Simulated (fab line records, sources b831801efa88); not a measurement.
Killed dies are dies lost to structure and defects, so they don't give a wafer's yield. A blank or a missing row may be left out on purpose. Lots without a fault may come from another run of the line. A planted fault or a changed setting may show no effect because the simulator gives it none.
fab line records | flow sky130
record lots=13 wafers=38 last_day=50
route steps=708 shown LOCAL_INTERCONNECT@398 CONTACT@408 PAD_OPEN@708
lots that met no fault: from a run of the same line without faults
start_h: hours from the record's first day to the start of the lot's first wafer shown | wait_h: hours since the lot's step before | " the same as in the row above | L1.1+2: a row that stands for several wafers | - no value, or no start given | * or withheld: withheld | < > ~ a bound
route shown NAME@n: a module of which the file shows steps, and the number in the route of the first | usual: mean/standard deviation of fault-free wafers | same: alike in all rows | chamber/n: place in a boat | sites: the reading at each site | _std_site: their standard deviation | _edge_site: outer sites' mean less inner sites' | radius_mm: how far each site lies from the wafer's centre | mask NAME#n: copy n | behind: the tool/chamber that last shaped the wafer | hold: why the lot was held/for how many hours/how that ended | device: the transistor (n, p or np) that didn't switch | end of line: the same wafers' tests at the end of the route | a step without rows: its recipe alone | killed: dies lost to structure and defects at the first sort, not the wafer's yield | map: a wafer's dies, x killed, . not, _ none there
set.NAME: the setting as run; set.NAME@STEP: as run at that earlier step | model.NAME: the simulator's own value behind a step, which no gauge read
steps of the route over a sample of lots; a table a step, a row a wafer
services: from which hour (start_h, from the record's first day; less than 0 if before it) a tool's chamber was out of use, for how many hours, and why
## steps
# step SKY_LOCAL_INTERCONNECT_CD_MEAS_11
# recipe target_cd_nm=170
# usual cd_nm=169.8/1.4
# columns lot.wafer tool chamber start_h wait_h cd_nm
L568.2 cd_sem-01 - 709.23 - 168.1
L568.4 " - " " 169.9
L568.5 " - " " 168.5
L573.1 cd_sem-01 - 754.49 - 168.7
L573.3 " - " " 170.5
L573.5 " - " " 169.2
L574.1 cd_sem-01 - 765.14 - 167.9
L574.4 " - " " 167.7
L574.6 " - " " 167.5
L576.1 cd_sem-01 - 782.61 - 168.1
L576.2 " - " " 168.8
L576.5 " - " " 169.3
L578.2 cd_sem-02 - 795.81 - 168.0
L578.4 " - " " 169.2
L578.6 " - " " 168.4
L580.1 cd_sem-02 - 806.81 - 171.7
L580.4 " - " " 170.5
L580.6 " - " " 170.9
L581.1 cd_sem-01 - 808.14 - 169.9
L581.5 " - " " 169.7
L581.6 " - " " 169.7
L582.1 cd_sem-02 - 813.54 - 171.5
L582.3 " - " " 170.8
L582.4 " - " " 171.5
L585.3 cd_sem-02 - 840.87 - 170.0
L585.6 " - " " 170.2
L587.3 cd_sem-02 - 849.95 - 173.3
L587.4 " - " " 172.6
L587.6 " - " " 172.6
L588.1 cd_sem-01 - 854.71 - 169.2
L588.4 " - " " 168.8
L588.5 " - " " 169.4
L589.1 cd_sem-02 - 869.76 - 169.3
L589.4 " - " " 169.8
L589.6 " - " " 171.2
L591.1 cd_sem-02 - 879.96 - 170.4
L591.3 " - " " 170.3
L591.6 " - " " 171.8
# step SKY_LOCAL_INTERCONNECT_STRIP_15
# recipe chemistry=O2/N2 power_w=1400 pressure_mtorr=1500 platen_temp_c=withheld o2_flow_sccm=3000 n2_flow_sccm=300 overash_fraction=0.5
# usual drypump_motor_current_A=5.9/0.36 oes_product_au=0.427/0.0044 strip_time_to_endpoint_s=4.720/0.025
# columns lot.wafer tool chamber start_h wait_h drypump_motor_current_A oes_product_au rf_hours_counter_h strip_time_to_endpoint_s
L568.2 plasma_asher-04 0 709.48 0.0 6.0 0.434 55 4.726
L568.4 " 1 " " 6.4 0.424 - 4.734
L568.5 " 0 " " 5.9 0.427 - 4.734
L573.1 plasma_asher-02 1 754.76 0.0 6.2 0.426 30 4.752
L573.3 " 1 " " 6.3 0.429 - 4.755
L573.5 " 1 " " 6.2 0.424 - 4.766
L574.1 plasma_asher-04 1 765.41 0.0 6.5 0.424 62 4.693
L574.4 " 0 " " 6.0 0.422 - 4.689
L574.6 " 0 " " 5.9 0.434 - 4.706
L576.1 plasma_asher-04 0 782.88 0.0 5.9 0.427 64 4.765
L576.2 " 1 " " 6.5 0.428 64 4.764
L576.5 " 1 " " 6.4 0.428 - 4.744
L578.2 plasma_asher-04 0 796.17 0.1 5.9 0.430 65 4.719
L578.4 " 1 " " 6.4 0.426 - 4.752
L578.6 " 1 " " 6.4 0.428 - 4.735
L580.1 plasma_asher-02 0 807.08 0.0 5.7 0.428 34 4.689
L580.4 " 1 " " 6.3 0.432 - 4.663
L580.6 " 0 " " 5.7 0.423 - 4.684
L581.1 plasma_asher-03 0 808.41 0.0 5.5 0.427 101 4.719
L581.5 " 0 " " 5.5 0.426 - 4.711
L581.6 " 1 " " 5.5 0.417 - 4.716
L582.1 plasma_asher-04 1 813.81 0.0 6.4 0.422 67 4.695
L582.3 " 1 " " 6.4 0.428 - 4.684
L582.4 " 0 " " 5.9 0.424 - 4.680
L585.3 plasma_asher-02 1 841.25 0.1 6.2 0.429 - 4.707
L585.6 " 1 " " 6.2 0.429 - 4.708
L587.3 plasma_asher-03 1 850.25 0.1 5.5 0.432 - 4.701
L587.4 " 0 " " 5.5 0.425 - 4.737
L587.6 " 1 " " 5.5 0.423 - 4.727
L588.1 plasma_asher-04 0 855.02 0.0 5.9 0.428 72 4.719
L588.4 " 1 " " 6.4 0.432 - 4.745
L588.5 " 0 " " 5.9 0.420 - 4.706
L589.1 plasma_asher-04 1 870.15 0.1 6.4 0.435 73 4.732
L589.4 " 1 " " 6.4 0.424 - 4.742
L589.6 " 1 " " 6.4 0.432 - 4.732
L591.1 plasma_asher-03 1 880.23 0.0 5.5 0.425 108 4.727
L591.3 " 0 " " 5.5 0.428 - 4.763
L591.6 " 0 " " 5.5 0.421 - 4.714
# step SKY_CONTACT_HDPCVD_02
# recipe material=SiO2 target_thk_nm=565 sigma_open_frac=0.3 time_s=94.2 temp_c=600 sih4_flow_sccm=60 pressure_mtorr=6
# usual sih4_flow_sccm=60.02/0.18
# columns lot.wafer tool chamber start_h wait_h sih4_flow_sccm
L568.2 hdpcvd-01 1 710.18 0.0 60.03
L568.4 " 1 " " 59.86
L568.5 " 0 " " 60.15
L573.1 hdpcvd-01 0 755.45 0.1 60.09
L573.3 " 2 " " 59.71
L573.5 " 0 " " 59.98
L574.1 hdpcvd-01 0 766.09 0.1 60.08
L574.4 " 1 " " 59.87
L574.6 " 0 " " 60.27
L576.1 hdpcvd-02 1 783.57 0.1 60.10
L576.2 " 2 " " 59.96
L576.5 " 2 " " 59.95
L578.2 hdpcvd-01 1 796.90 0.0 47.91
L578.4 " 0 " " 48.05
L578.6 " 1 " " 48.04
L580.1 hdpcvd-01 1 807.77 0.1 48.12
L580.4 " 1 " " 48.41
L580.6 " 0 " " 48.41
L581.1 hdpcvd-01 1 809.10 0.1 48.06
L581.5 " 0 " " 48.32
L581.6 " 2 " " 47.99
L582.1 hdpcvd-02 0 814.49 0.1 60.03
L582.3 " 2 " " 60.13
L582.4 " 0 " " 59.87
L585.3 hdpcvd-02 0 841.90 0.0 60.10
L585.6 " 0 " " 59.99
L587.3 hdpcvd-02 0 850.91 0.0 60.28
L587.4 " 1 " " 59.86
L587.6 " 2 " " 60.01
L588.1 hdpcvd-02 2 855.71 0.1 60.04
L588.4 " 2 " " 60.00
L588.5 " 1 " " 60.20
L589.1 hdpcvd-01 2 870.89 0.1 60.19
L589.4 " 0 " " 60.21
L589.6 " 1 " " 59.69
L591.1 hdpcvd-01 1 880.95 0.1 60.06
L591.3 " 0 " " 60.03
L591.6 " 2 " " 59.78
# step SKY_CONTACT_THK_MEAS_03
# recipe reads=SiO2_of_CONTACT_HDPCVD_02
# usual CONTACT_HDPCVD_THK=564/5.7
# columns lot.wafer tool chamber start_h wait_h CONTACT_HDPCVD_THK[nm]
L568.2 film_metro-03 - 710.26 0.0 563
L568.4 " - " " 566
L568.5 " - " " 563
L573.1 film_metro-03 - 755.52 0.0 566
L573.3 " - " " 572
L573.5 " - " " 565
L574.1 film_metro-01 - 766.16 0.0 560
L574.4 " - " " 563
L574.6 " - " " 561
L576.1 film_metro-02 - 783.64 0.0 564
L576.2 " - " " 564
L576.5 " - " " 569
L578.2 film_metro-03 - 796.98 0.0 470
L578.4 " - " " 458
L578.6 " - " " 464
L580.1 film_metro-02 - 807.84 0.0 454
L580.4 " - " " 449
L580.6 " - " " 439
L581.1 film_metro-03 - 809.17 0.0 464
L581.5 " - " " 452
L581.6 " - " " 457
L582.1 film_metro-02 - 814.56 0.0 557
L582.3 " - " " 563
L582.4 " - " " 557
L585.3 film_metro-02 - 841.99 0.1 565
L585.6 " - " " 566
L587.3 film_metro-03 - 851.00 0.1 558
L587.4 " - " " 560
L587.6 " - " " 556
L588.1 film_metro-03 - 855.78 0.0 562
L588.4 " - " " 559
L588.5 " - " " 575
L589.1 film_metro-01 - 870.96 0.0 564
L589.4 " - " " 566
L589.6 " - " " 568
L591.1 film_metro-03 - 881.02 0.0 564
L591.3 " - " " 558
L591.6 " - " " 565
# step SKY_CONTACT_CMP_04
# recipe material=SiO2 down_force_psi=4 platen_rpm=60 pad_velocity_m_s=0.94248
# usual motor_current_A=11.0/0.72 time_to_endpoint_s=84/4.8
# columns lot.wafer tool chamber start_h wait_h motor_current_A time_to_endpoint_s
L568.4 cmp-01 3 710.36 0.1 11.1 84
L568.2 " 1 " " 11.4 88
L568.5 " 2 " " 10.7 82
L573.3 cmp-01 0 755.69 0.1 9.8 80
L573.1 " 1 " " 10.7 91
L573.5 " 0 " " 10.0 77
L574.1 cmp-01 2 766.41 0.2 10.1 79
L574.4 " 3 " " 11.4 84
L574.6 " 1 " " 11.0 90
L576.2 cmp-01 3 783.70 0.0 11.0 87
L576.1 " 2 " " 10.3 80
L576.5 " 3 " " 11.3 85
L578.4 cmp-01 0 797.08 0.1 9.8 41
L578.2 " 1 " " 11.1 52
L578.6 " 0 " " 10.3 42
L580.1 cmp-01 3 807.90 0.1 11.2 47
L580.4 " 1 " " 11.9 47
L580.6 " 0 " " 10.1 35
L581.1 cmp-01 3 809.33 0.1 11.3 50
L581.6 " 1 " " 12.0 48
L581.5 " 2 " " 10.8 42
L582.3 cmp-01 1 814.62 0.0 11.6 89
L582.4 " 2 " " 10.5 79
L582.1 " 0 " " 10.1 74
L585.3 cmp-01 3 842.08 0.1 11.4 86
L585.6 " 2 " " 11.1 81
L587.4 cmp-01 3 851.07 0.1 11.3 87
L587.3 " 0 " " 10.3 79
L587.6 " 0 " " 10.0 79
L588.1 cmp-01 3 855.89 0.1 11.0 83
L588.4 " 1 " " 11.9 91
L588.5 " 3 " " 11.3 90
L589.1 cmp-01 1 871.02 0.1 11.4 91
L589.4 " 2 " " 10.9 83
L589.6 " 2 " " 11.1 86
L591.3 cmp-02 2 881.08 0.0 11.0 76
L591.1 " 1 " " 12.1 86
L591.6 " 3 " " 12.0 83
# step SKY_CONTACT_BOW_MEAS_05
# recipe mode=bow
# usual CONTACT_BOW=82/7.1
# columns lot.wafer tool chamber start_h wait_h CONTACT_BOW[um]
L568.2 film_metro-01 - 710.63 0.1 80
L568.4 " - " " 75
L568.5 " - " " 82
L573.1 film_metro-01 - 755.94 0.1 92
L573.3 " - " " 74
L573.5 " - " " 83
L574.1 film_metro-02 - 766.61 0.1 88
L574.4 " - " " 76
L574.6 " - " " 81
L576.1 film_metro-01 - 784.00 0.1 93
L576.2 " - " " 81
L576.5 " - " " 69
L578.2 film_metro-01 - 797.35 0.2 73
L578.4 " - " " 75
L578.6 " - " " 81
L580.1 film_metro-01 - 808.20 0.2 87
L580.4 " - " " 90
L580.6 " - " " 84
L581.1 film_metro-03 - 809.53 0.1 72
L581.5 " - " " 92
L581.6 " - " " 80
L582.1 film_metro-03 - 814.92 0.1 84
L582.3 " - " " 84
L582.4 " - " " 99
L585.3 film_metro-03 - 842.37 0.2 70
L585.6 " - " " 83
L587.3 film_metro-01 - 851.41 0.2 84
L587.4 " - " " 77
L587.6 " - " " 87
L588.1 film_metro-02 - 856.14 0.2 83
L588.4 " - " " 75
L588.5 " - " " 78
L589.1 film_metro-02 - 871.32 0.2 74
L589.4 " - " " 83
L589.6 " - " " 86
L591.1 film_metro-02 - 881.38 0.1 74
L591.3 " - " " 78
L591.6 " - " " 77
# step SKY_PAD_OPEN_PROBE_99
# usual killed_at_M0_to_M3=43/6.3 killed_at_M4_up=3.0/1.6 killed_at_contacts=25/5 killed_at_front_end=15/4.4 killed_at_other=0.3/0.8 killed_dies=85/8.7 killed_open=47/6.9 killed_short=38/6.3
# same gross_dies=492 killed_at_back_side=0
# columns lot.wafer tool chamber start_h wait_h killed_at_M0_to_M3 killed_at_M4_up killed_at_contacts killed_at_front_end killed_at_other killed_dies killed_open killed_short
L568.2 prober-01 - 1077.99 0.1 30 3 24 11 0 68 34 34
L568.4 prober-01 - 1078.09 0.2 33 2 27 15 0 77 44 33
L568.5 prober-01 - 1078.14 0.2 38 0 28 19 1 86 49 37
L573.1 prober-02 - 1113.78 0.1 51 2 31 12 1 97 62 35
L573.3 prober-02 - 1113.88 0.2 38 4 27 16 1 86 49 37
L573.5 prober-02 - 1113.98 0.2 41 3 34 8 0 86 46 40
L574.1 prober-02 - 1121.61 0.1 47 3 27 18 1 96 53 43
L574.4 prober-02 - 1121.76 0.2 43 4 29 16 0 92 57 35
L574.6 prober-02 - 1121.86 0.2 41 1 26 18 0 86 49 37
L576.1 prober-02 - 1135.88 0.1 43 1 26 18 0 88 43 45
L576.2 prober-02 - 1135.93 0.1 56 1 22 16 1 96 45 51
L576.5 prober-02 - 1136.08 0.2 43 5 21 16 0 85 50 35
L578.2 prober-02 - 1142.86 0.1 37 7 36 16 1 97 58 39
L578.4 prober-02 - 1142.96 0.2 35 2 24 22 3 86 55 29
L578.6 prober-02 - 1143.06 0.2 45 1 30 10 1 87 49 38
L582.1 prober-01 - 1157.17 0.1 49 3 22 15 0 89 45 44
L582.3 prober-01 - 1157.27 0.2 41 1 23 18 0 83 34 49
L582.4 prober-01 - 1157.32 0.2 42 1 22 6 0 71 45 26
L585.3 prober-01 - 1175.88 0.2 35 2 23 14 0 74 42 32
L585.6 prober-01 - 1176.03 0.2 46 4 17 8 0 75 51 24
L587.3 prober-02 - 1179.13 0.2 39 4 21 17 1 82 42 40
L587.4 prober-02 - 1179.18 0.2 43 4 29 16 1 93 39 54
L587.6 prober-02 - 1179.28 0.2 56 3 21 11 0 91 39 52
L588.1 prober-02 - 1182.12 0.1 42 2 19 9 3 75 44 31
L588.4 prober-02 - 1182.27 0.2 46 4 27 12 0 89 59 30
L588.5 prober-02 - 1182.32 0.2 45 5 31 16 0 97 56 41
L591.1 prober-02 - 1196.58 0.1 41 3 28 13 0 85 40 45
L591.3 prober-02 - 1196.68 0.2 35 1 23 19 0 78 46 32
L591.6 prober-02 - 1196.83 0.2 43 2 26 9 0 80 41 39
L589.1 prober-01 - 1199.55 0.1 40 3 22 11 1 77 40 37
L589.4 prober-01 - 1199.70 0.2 41 4 25 10 0 80 51 29
L589.6 prober-01 - 1199.80 0.2 49 4 16 14 0 83 45 38
# killed by level:class
L568.2 CONTACT:geometric_particle:open=10 VIA1:geometric_particle:open=7 LOCAL_INTERCONNECT:geometric_particle:short=6 VIA2:geometric_particle:open=4 VIA3:geometric_particle:open=4 FIELD_ISO:geometric_particle:short=3 LI_CONTACT:geometric_particle:open=3 METAL1:geometric_particle:short=3
L568.4 VIA1:geometric_particle:open=11 CONTACT:geometric_particle:open=8 LI_CONTACT:geometric_particle:open=6 CONTACT:geometric_particle:short=5 VIA2:geometric_particle:open=5 FIELD_ISO:geometric_particle:short=4 FIELD_ISO:geometric_particle:open=4 LOCAL_INTERCONNECT:geometric_particle:short=4
L568.5 CONTACT:geometric_particle:open=14 VIA3:geometric_particle:open=8 METAL1:geometric_particle:short=7 FIELD_ISO:geometric_particle:open=5 POLY_GATE:geometric_particle:short=5 LI_CONTACT:geometric_particle:open=5 VIA2:geometric_particle:open=5 CONTACT:geometric_particle:short=4
L573.1 CONTACT:geometric_particle:open=15 VIA1:geometric_particle:open=13 LI_CONTACT:geometric_particle:open=9 METAL2:geometric_particle:short=7 VIA2:geometric_particle:open=6 METAL1:geometric_particle:open=5 METAL1:geometric_particle:short=5 FIELD_ISO:geometric_particle:short=4
L573.3 VIA1:geometric_particle:open=11 CONTACT:geometric_particle:open=9 VIA3:geometric_particle:open=8 LI_CONTACT:geometric_particle:open=6 FIELD_ISO:geometric_particle:short=5 VIA2:geometric_particle:open=5 LOCAL_INTERCONNECT:geometric_particle:short=5 CONTACT:geometric_particle:short=5
L573.5 CONTACT:geometric_particle:open=13 VIA1:geometric_particle:open=11 VIA1:geometric_particle:short=7 METAL1:geometric_particle:short=7 VIA3:geometric_particle:open=7 LI_CONTACT:geometric_particle:short=6 CONTACT:geometric_particle:short=6 LI_CONTACT:geometric_particle:open=5
L574.1 VIA1:geometric_particle:open=11 LI_CONTACT:geometric_particle:open=9 VIA3:geometric_particle:open=8 METAL2:geometric_particle:short=8 CONTACT:geometric_particle:open=6 VIA1:geometric_particle:short=5 CONTACT:geometric_particle:short=5 VIA2:geometric_particle:open=5
L574.4 LI_CONTACT:geometric_particle:open=12 VIA1:geometric_particle:open=10 CONTACT:geometric_particle:open=7 VIA1:geometric_particle:short=6 VIA3:geometric_particle:open=6 METAL1:geometric_particle:short=6 POLY_GATE:geometric_particle:open=5 LOCAL_INTERCONNECT:geometric_particle:short=5
L574.6 VIA1:geometric_particle:open=11 METAL2:geometric_particle:short=8 CONTACT:geometric_particle:open=7 LOCAL_INTERCONNECT:geometric_particle:short=6 POLY_GATE:geometric_particle:open=6 LI_CONTACT:geometric_particle:open=6 FIELD_ISO:geometric_particle:short=5 FIELD_ISO:geometric_particle:open=5
L576.1 CONTACT:geometric_particle:open=12 VIA1:geometric_particle:open=10 VIA3:geometric_particle:open=7 METAL2:geometric_particle:short=7 FIELD_ISO:geometric_particle:open=5 LOCAL_INTERCONNECT:geometric_particle:short=5 METAL1:geometric_particle:short=5 FIELD_ISO:geometric_particle:short=4
L576.2 VIA1:geometric_particle:open=12 VIA1:geometric_particle:short=9 CONTACT:geometric_particle:short=8 METAL1:geometric_particle:short=8 POLY_GATE:geometric_particle:short=7 VIA3:geometric_particle:open=7 CONTACT:geometric_particle:open=7 METAL3:geometric_particle:short=6
L576.5 VIA3:geometric_particle:open=8 VIA1:geometric_particle:open=7 POLY_GATE:geometric_particle:open=6 CONTACT:geometric_particle:open=6 VIA1:geometric_particle:short=5 LI_CONTACT:geometric_particle:open=5 VIA2:geometric_particle:open=5 FIELD_ISO:geometric_particle:open=4
L578.2 CONTACT:geometric_particle:open=14 LI_CONTACT:geometric_particle:open=11 VIA3:geometric_particle:open=7 VIA2:geometric_particle:open=6 METAL3:geometric_particle:short=5 LOCAL_INTERCONNECT:geometric_particle:short=4 VIA1:geometric_particle:open=4 METAL1:geometric_particle:short=4
L578.4 VIA3:geometric_particle:open=10 VIA1:geometric_particle:open=9 POLY_GATE:geometric_particle:open=7 LOCAL_INTERCONNECT:geometric_particle:short=7 CONTACT:geometric_particle:open=6 LI_CONTACT:geometric_particle:open=6 FIELD_ISO:geometric_particle:open=5 POLY_GATE:geometric_particle:short=5
L578.6 CONTACT:geometric_particle:open=9 CONTACT:geometric_particle:short=8 VIA2:geometric_particle:open=8 LI_CONTACT:geometric_particle:open=7 VIA1:geometric_particle:open=7 VIA3:geometric_particle:short=7 VIA3:geometric_particle:open=6 POLY_GATE:geometric_particle:open=5
L582.1 CONTACT:geometric_particle:open=11 VIA3:geometric_particle:open=8 VIA1:geometric_particle:short=7 METAL2:geometric_particle:short=6 METAL1:geometric_particle:short=6 VIA1:geometric_particle:open=6 POLY_GATE:geometric_particle:short=5 LOCAL_INTERCONNECT:geometric_particle:short=5
L582.3 FIELD_ISO:geometric_particle:short=9 CONTACT:geometric_particle:short=7 VIA3:geometric_particle:open=6 VIA2:geometric_particle:open=6 LI_CONTACT:geometric_particle:open=5 CONTACT:geometric_particle:open=5 VIA1:geometric_particle:open=5 VIA2:geometric_particle:short=5
L582.4 VIA1:geometric_particle:open=10 CONTACT:geometric_particle:open=9 VIA2:geometric_particle:open=7 LI_CONTACT:geometric_particle:open=6 VIA3:geometric_particle:open=6 METAL1:geometric_particle:short=5 VIA1:geometric_particle:short=5 FIELD_ISO:geometric_particle:open=3
L585.3 CONTACT:geometric_particle:open=9 LI_CONTACT:geometric_particle:open=6 LOCAL_INTERCONNECT:geometric_particle:short=6 VIA2:geometric_particle:open=6 VIA3:geometric_particle:open=6 FIELD_ISO:geometric_particle:short=4 METAL1:geometric_particle:short=4 VIA1:geometric_particle:open=4
L585.6 VIA1:geometric_particle:open=13 VIA3:geometric_particle:open=11 METAL1:geometric_particle:short=6 CONTACT:geometric_particle:open=5 VIA2:geometric_particle:open=4 FIELD_ISO:geometric_particle:open=3 POLY_GATE:geometric_particle:short=3 LI_CONTACT:geometric_particle:open=3
L587.3 VIA1:geometric_particle:open=12 CONTACT:geometric_particle:open=7 VIA1:geometric_particle:short=7 CONTACT:geometric_particle:short=6 FIELD_ISO:geometric_particle:open=5 POLY_GATE:geometric_particle:open=5 VIA3:geometric_particle:open=4 METAL4:geometric_particle:short=4
L587.4 CONTACT:geometric_particle:open=11 VIA1:geometric_particle:short=11 VIA1:geometric_particle:open=9 CONTACT:geometric_particle:short=8 METAL1:geometric_particle:short=7 LOCAL_INTERCONNECT:geometric_particle:short=5 SPACER:geometric_particle:open=4 VIA3:geometric_particle:open=4
L587.6 VIA1:geometric_particle:open=13 CONTACT:geometric_particle:open=9 METAL1:geometric_particle:short=9 LOCAL_INTERCONNECT:geometric_particle:short=7 VIA1:geometric_particle:short=7 VIA3:geometric_particle:short=7 FIELD_ISO:geometric_particle:short=5 VIA3:geometric_particle:open=5
L588.1 VIA1:geometric_particle:open=10 VIA2:geometric_particle:open=7 VIA3:geometric_particle:open=7 FIELD_ISO:geometric_particle:open=5 LI_CONTACT:geometric_particle:open=5 CONTACT:geometric_particle:open=5 METAL1:geometric_particle:short=5 METAL2:geometric_particle:short=4
L588.4 CONTACT:geometric_particle:open=12 VIA1:geometric_particle:open=12 VIA2:geometric_particle:open=11 VIA3:geometric_particle:open=9 LI_CONTACT:geometric_particle:open=8 VIA1:geometric_particle:short=6 LOCAL_INTERCONNECT:geometric_particle:short=3 FIELD_ISO:geometric_particle:open=3
L588.5 CONTACT:geometric_particle:open=14 VIA1:geometric_particle:open=12 METAL1:geometric_particle:short=8 VIA2:geometric_particle:open=8 LI_CONTACT:geometric_particle:open=7 METAL2:geometric_particle:short=6 VIA3:geometric_particle:open=6 POLY_GATE:geometric_particle:short=5
L591.1 CONTACT:geometric_particle:open=9 LOCAL_INTERCONNECT:geometric_particle:short=9 VIA1:geometric_particle:open=9 VIA3:geometric_particle:open=8 LI_CONTACT:geometric_particle:open=5 METAL3:geometric_particle:short=5 VIA3:geometric_particle:short=5 POLY_GATE:geometric_particle:open=4
L591.3 LI_CONTACT:geometric_particle:open=10 POLY_GATE:geometric_particle:open=8 CONTACT:geometric_particle:open=6 VIA3:geometric_particle:open=6 VIA1:geometric_particle:open=6 POLY_GATE:geometric_particle:short=5 METAL1:geometric_particle:short=5 METAL2:geometric_particle:short=5
L591.6 CONTACT:geometric_particle:open=9 VIA2:geometric_particle:open=7 VIA1:geometric_particle:open=7 LI_CONTACT:geometric_particle:open=7 METAL2:geometric_particle:short=7 LOCAL_INTERCONNECT:geometric_particle:short=5 METAL1:geometric_particle:short=4 METAL3:geometric_particle:short=4
L589.1 CONTACT:geometric_particle:open=12 METAL2:geometric_particle:short=8 VIA3:geometric_particle:open=7 VIA3:geometric_particle:short=6 LI_CONTACT:geometric_particle:open=5 METAL3:geometric_particle:short=5 CONTACT:geometric_particle:short=4 VIA1:geometric_particle:short=4
L589.4 CONTACT:geometric_particle:open=10 LI_CONTACT:geometric_particle:open=9 VIA1:geometric_particle:open=7 METAL1:geometric_particle:short=6 VIA2:geometric_particle:open=5 VIA3:geometric_particle:open=5 METAL2:geometric_particle:open=4 VIA3:geometric_particle:short=4
L589.6 VIA1:geometric_particle:open=10 VIA2:geometric_particle:open=9 VIA3:geometric_particle:open=7 CONTACT:geometric_particle:open=6 METAL2:geometric_particle:short=6 FIELD_ISO:geometric_particle:short=5 LI_CONTACT:geometric_particle:short=4 VIA3:geometric_particle:short=4
## services
# columns tool chamber start_h hours kind
hdpcvd-01 - 686.54 0.3 repair
hdpcvd-01 1 696.37 6.7 repair
cmp-02 - 710.07 0.4 repair
cmp-02 - 726.80 1.8 repair
plasma_asher-02 - 729.60 15.6 pm
cmp-02 - 740.83 0.3 repair
cmp-02 - 744.43 4.0 pm
hdpcvd-01 - 748.04 2.9 repair
cmp-02 - 748.43 - consumable_replace:conditioner
cmp-02 - 748.43 - consumable_replace:pad
plasma_asher-02 - 756.63 11.1 repair
plasma_asher-03 - 762.87 4.5 repair
cmp-01 - 766.93 0.5 repair
plasma_asher-03 - 782.71 1.7 repair
cmp-01 - 790.44 5.3 pm
plasma_asher-03 - 790.51 2.8 pm
cmp-02 - 819.99 0.2 repair
cmp-02 - 827.00 2.4 repair
hdpcvd-02 - 852.88 0.6 repair
cmp-02 - 853.19 2.0 repair
## key
first_sign step=SKY_CONTACT_HDPCVD_02 reading=sih4_flow_sccm direction=down sigmas=67 usual=60.02 struck=48.14
effect step=SKY_CONTACT_THK_MEAS_03 reading=CONTACT_HDPCVD_THK direction=down sigmas=19 usual=564 struck=456
effect step=SKY_CONTACT_CMP_04 reading=time_to_endpoint_s direction=down sigmas=8.2 usual=* struck=*
met_at SKY_CONTACT_HDPCVD_02
struck_lots L578,L580,L581
rows_end L580.1,L580.4,L580.6,L581.1,L581.5,L581.6
tester_left_out L578
not_acting_at SKY_LOCAL_INTERCONNECT_CD_MEAS_11,SKY_LOCAL_INTERCONNECT_STRIP_15,SKY_CONTACT_BOW_MEAS_05
onset_between 766.09 796.90
fault kind=process_parameter_drift tool=hdpcvd-01 chamber=- onset_h=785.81 steps=SKY_CONTACT_HDPCVD_02 channel=sih4_flow_sccm offset=-12 shape=step end_h=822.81 acts_in=these_recipes_only stated=60
# tester_left_out: of these lots the tester's yield and bins aren't shown, on N5 and GAA mostly nor the transistor test; their killed dies are dies lost to structure and defects alone, not to doping, threshold or leakage, so they don't give the yield
# rows_end: these wafers met a further fault down the route, and their rows from its step on are left out
